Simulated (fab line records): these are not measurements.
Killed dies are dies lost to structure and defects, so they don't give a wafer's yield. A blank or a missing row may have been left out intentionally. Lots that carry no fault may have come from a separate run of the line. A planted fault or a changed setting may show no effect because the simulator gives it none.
Struck lot and sound lot, side by side / flow gf180mcu / 14 steps out of a route of 602
Sound: these wafers, L581.2, L581.3, L581.5. Wafers struck: L588.1, L588.5, L588.6. The cause is named last.
Order at every step that has rows: each side's tool, ch and its chambers, its first start. Under that, the readings that differ: sound wafers / struck wafers / difference of the means / sigmas: that difference in standard deviations of wafers without a fault.
alike: words and numbers the same on both sides, and readings whose means are apart by under 2 such deviations; not compared: readings that were withheld, readings missing a value for some wafer, numbers with overlapping values and no deviation given by the record, and bounds like >300 which may hide the same value.
Wherever a step has rows on one side only, a row that says differs or no value, or a row with sigmas, the two part there. Numbers that don't overlap but have no deviation are shown without sigmas and don't part them. A reading missing from all wafers of one side parts the sides only when that side holds two or more wafers.

first, 2 steps without rows for these wafers: GF_M2_CLEAN_19 (cleans in DIW); GF_V2_CVD_00 (deposits SiO2, target thk 600 nm, time 100 s).
GF_V2_THK_MEAS_01:
  sound on film metro-01, day 21 16:29; struck on film metro-01, day 23 15:53
  alike: V2_CVD_00_THK
GF_V2_CVD_02: deposits SiO2 from TEOS, target thk 850 nm, time 94.851 s.
  sound on pecvd-02 ch 0,2, day 21 16:32; struck on pecvd-01 ch 0,1,2, day 23 15:57
  alike: heater power w, rf fwd power W
  not compared: since wet clean h
GF_V2_THK_MEAS_03:
  sound on film metro-03, day 21 16:37; struck on film metro-03, day 23 16:01
  alike: V2_CVD_02_THK
GF_V2_CMP_04: polishes SiO2.
  sound on cmp-01 ch 1,2, day 21 16:40; struck on cmp-02 ch 0,2,3, day 23 16:14
  alike: edge zone pressure frac, motor current A, time to endpoint s
GF_V2_BOW_MEAS_05:
  sound on film metro-04, day 21 16:59; struck on film metro-03, day 23 16:23
  alike: V2_BOW
then, 5 steps without rows for these wafers: GF_V2_DEHYDRATE_06 (time 60 s); GF_V2_HMDS_07 (prime time 60 s); GF_V2_COAT_08; GF_V2_COAT_09 (resist thk 1000 nm); GF_V2_SOFTBAKE_10 (time 60 s).
GF_V2_EXPOSE_11: exposes mask Via2, target cd 260 nm.
  struck on krf scanner-02, day 24 03:20; sound on krf scanner-02 ch 0, day 22 04:12
  no value came back on the struck wafers for exposure dose mJ cm2, focus offset nm (nm); on the sound wafers exposure dose mJ cm2 reads 37.93 37.91 37.91
  alike: mask
then, 1 step without rows for these wafers: GF_V2_PEB_12 (peb time 90 s).

== WHERE THEY PART ==
At GF_V2_EXPOSE_11 and nowhere else, as far as this record goes.

WHY: what the simulator had put in
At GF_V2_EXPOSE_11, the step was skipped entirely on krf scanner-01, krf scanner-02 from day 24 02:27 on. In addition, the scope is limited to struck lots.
